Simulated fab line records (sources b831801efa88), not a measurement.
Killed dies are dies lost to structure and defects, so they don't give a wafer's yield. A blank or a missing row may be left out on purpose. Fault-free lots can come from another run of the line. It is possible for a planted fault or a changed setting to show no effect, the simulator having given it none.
Lot-split experiment / flow sfq-line / route with 325 steps; 5 lots, 23 wafers read

== THE SPLIT ==
At SFQ_TRILAYER_M1_DEP_SPUTTER_037 (material Nb, target thk 200 nm, time 133.3 s), the setting time-s was moved away from the recipe's 133.3 s on 8 of the 23 wafers read, by -13.5% to +12.8%. This setting was run at the recipe's value on the other wafers.

== FROM THE SPLIT TO THE READING: what the file shows between them, 6 steps ==
- SFQ_M1_RS_MEAS_909: measures by four-point-probe
- SFQ_TRILAYER_M1_LITHO_COAT_039: resist thk 600 nm (also split here: spin-rpm)
- SFQ_TRILAYER_M1_LITHO_SOFTBAKE_043
- SFQ_TRILAYER_M1_LITHO_EXPOSE_040: exposes mask M1, target cd 500 nm
- SFQ_TRILAYER_M1_LITHO_DEVELOP_041: time 60 s
- SFQ_TRILAYER_M1_BARC_OPEN_METAL_ETCH_054: etches BARC in O2, target depth 125 nm, time 41.7 s

== THE READING ==
oes-product-au, in a.u., at SFQ_TRILAYER_M1_ETCH_METAL_ETCH_042 (etches Nb in Cl2/Ar, stops on SiO2, target depth 240 nm, time 120 s). On this fab line, fault-free wafers typically give 0.896 a.u. with a standard deviation of 0.0091 a.u.

wafer=L077.1; tool, chamber at the split=pvd-sputter-06, -; time-s as run, s=133.3; against the recipe=recipe; oes-product-au, a.u.=0.907; against lot-mates on the recipe=-
wafer=L077.2; tool, chamber at the split=pvd-sputter-06, -; time-s as run, s=133.3; against the recipe=recipe; oes-product-au, a.u.=0.883; against lot-mates on the recipe=-
wafer=L077.3; tool, chamber at the split=pvd-sputter-06, -; time-s as run, s=133.3; against the recipe=recipe; oes-product-au, a.u.=0.896; against lot-mates on the recipe=-
wafer=L082.1; tool, chamber at the split=pvd-sputter-05, -; time-s as run, s=125.8; against the recipe=-5.6%; oes-product-au, a.u.=0.871; against lot-mates on the recipe=-0.026
wafer=L082.2; tool, chamber at the split=pvd-sputter-05, -; time-s as run, s=133.3; against the recipe=recipe; oes-product-au, a.u.=0.892; against lot-mates on the recipe=-
wafer=L082.3; tool, chamber at the split=pvd-sputter-05, -; time-s as run, s=133.3; against the recipe=recipe; oes-product-au, a.u.=0.903; against lot-mates on the recipe=-
wafer=L082.5; tool, chamber at the split=pvd-sputter-05, -; time-s as run, s=125.8; against the recipe=-5.6%; oes-product-au, a.u.=0.878; against lot-mates on the recipe=-0.019
wafer=L082.6; tool, chamber at the split=pvd-sputter-05, -; time-s as run, s=125.8; against the recipe=-5.6%; oes-product-au, a.u.=0.867; against lot-mates on the recipe=-0.030
wafer=L083.1; tool, chamber at the split=pvd-sputter-05, -; time-s as run, s=133.3; against the recipe=recipe; oes-product-au, a.u.=0.886; against lot-mates on the recipe=-
wafer=L083.2; tool, chamber at the split=pvd-sputter-05, -; time-s as run, s=133.3; against the recipe=recipe; oes-product-au, a.u.=0.885; against lot-mates on the recipe=-
wafer=L083.4; tool, chamber at the split=pvd-sputter-05, -; time-s as run, s=133.3; against the recipe=recipe; oes-product-au, a.u.=0.903; against lot-mates on the recipe=-
wafer=L083.5; tool, chamber at the split=pvd-sputter-05, -; time-s as run, s=133.3; against the recipe=recipe; oes-product-au, a.u.=0.893; against lot-mates on the recipe=-
wafer=L083.6; tool, chamber at the split=pvd-sputter-05, -; time-s as run, s=133.3; against the recipe=recipe; oes-product-au, a.u.=0.901; against lot-mates on the recipe=-
wafer=L084.1; tool, chamber at the split=pvd-sputter-05, -; time-s as run, s=150.3; against the recipe=+12.8%; oes-product-au, a.u.=0.964; against lot-mates on the recipe=+0.072
wafer=L084.2; tool, chamber at the split=pvd-sputter-05, -; time-s as run, s=133.3; against the recipe=recipe; oes-product-au, a.u.=0.897; against lot-mates on the recipe=-
wafer=L084.3; tool, chamber at the split=pvd-sputter-05, -; time-s as run, s=133.3; against the recipe=recipe; oes-product-au, a.u.=0.887; against lot-mates on the recipe=-
wafer=L084.4; tool, chamber at the split=pvd-sputter-05, -; time-s as run, s=133.3; against the recipe=recipe; oes-product-au, a.u.=0.892; against lot-mates on the recipe=-
wafer=L084.5; tool, chamber at the split=pvd-sputter-05, -; time-s as run, s=150.3; against the recipe=+12.8%; oes-product-au, a.u.=0.963; against lot-mates on the recipe=+0.071
wafer=L085.1; tool, chamber at the split=pvd-sputter-04, -; time-s as run, s=133.3; against the recipe=recipe; oes-product-au, a.u.=0.887; against lot-mates on the recipe=-
wafer=L085.2; tool, chamber at the split=pvd-sputter-04, -; time-s as run, s=115.3; against the recipe=-13.5%; oes-product-au, a.u.=0.818; against lot-mates on the recipe=-0.076
wafer=L085.3; tool, chamber at the split=pvd-sputter-04, -; time-s as run, s=115.3; against the recipe=-13.5%; oes-product-au, a.u.=0.825; against lot-mates on the recipe=-0.069
wafer=L085.4; tool, chamber at the split=pvd-sputter-04, -; time-s as run, s=133.3; against the recipe=recipe; oes-product-au, a.u.=0.900; against lot-mates on the recipe=-
wafer=L085.5; tool, chamber at the split=pvd-sputter-04, -; time-s as run, s=115.3; against the recipe=-13.5%; oes-product-au, a.u.=0.823; against lot-mates on the recipe=-0.071

THE FIT
A straight line over all 23 wafers: oes-product-au changes by +0.00527 a.u. for each +1% of time-s; r = +0.98; the points scatter about the line by 0.0071 a.u.
The same after taking each lot's own level away (the mean of its wafers on the recipe; 23 wafers): +0.00536 a.u. for each +1%; r = +0.98; scatter 0.0066 a.u.
Per that fit: largest time-s move, reading shift of 0.072 a.u.
The span of the lots' own levels, 0.8920 to 0.8975 a.u., comes to 0.6 times the standard deviation stated above.
The two slopes agree, so the slope changes little with the lot-to-lot level.
Check: -0.0703 a.u. against its lot-mates is what the line predicts for one of the wafers moved furthest among these (-13.5%) when that wafer is left out of the fit. It came out at -0.0755 a.u. against them.

== THE OTHER SPLITS THESE WAFERS WENT THROUGH ==
Note: prior to the reading, these wafers also went through further splits. Each is held against what the fit with the lots' levels taken away leaves over:
other split on the same wafers=SFQ_TRILAYER_L0_DEP_SPUTTER_003 time-s; wafers away from the commonest value=8; r with oes-product-au (lot level and that fit taken away)=+0.19
other split on the same wafers=SFQ_TRILAYER_L0_LITHO_EXPOSE_006 dose-mj; wafers away from the commonest value=10; r with oes-product-au (lot level and that fit taken away)=+0.08
other split on the same wafers=SFQ_TRILAYER_M0_LITHO_COAT_021 spin-rpm; wafers away from the commonest value=5; r with oes-product-au (lot level and that fit taken away)=+0.10
other split on the same wafers=SFQ_TRILAYER_M0_ETCH_METAL_ETCH_024 time-s; wafers away from the commonest value=7; r with oes-product-au (lot level and that fit taken away)=-0.32
other split on the same wafers=SFQ_TRILAYER_I0_VIA_LITHO_COAT_036 spin-rpm; wafers away from the commonest value=6; r with oes-product-au (lot level and that fit taken away)=-0.23
other split on the same wafers=SFQ_TRILAYER_M1_LITHO_COAT_039 spin-rpm; wafers away from the commonest value=7; r with oes-product-au (lot level and that fit taken away)=-0.27

== THE WHOLE CHAIN: every reading that the file lists as answering this split, in the file's order ==
step=SFQ_TRILAYER_M1_DEP_SPUTTER_037; what it does=material Nb, target thk 200 nm, time 133.3 s; reading=Nb_of_TRILAYER_M1_DEP_SPUTTER_037.thk-nm (the simulator's own value, which no gauge read); change (the file's fit)=+2.05 nm for each +1% of the setting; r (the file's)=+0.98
step=SFQ_M1_RS_MEAS_909; what it does=measures by four-point-probe; reading=M1_NB_RS; change (the file's fit)=-0.00953 for each +1% of the setting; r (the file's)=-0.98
step=SFQ_TRILAYER_M1_ETCH_METAL_ETCH_042; what it does=etches Nb in Cl2/Ar, stops on SiO2, target depth 240 nm, time 120 s; reading=oes-product-au; change (the file's fit)=+0.00535 a.u. for each +1% of the setting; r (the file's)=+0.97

== THE FILE'S OWN FIT ==
oes-product-au changes by +0.00535 a.u. for each +1% of time-s, r = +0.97.
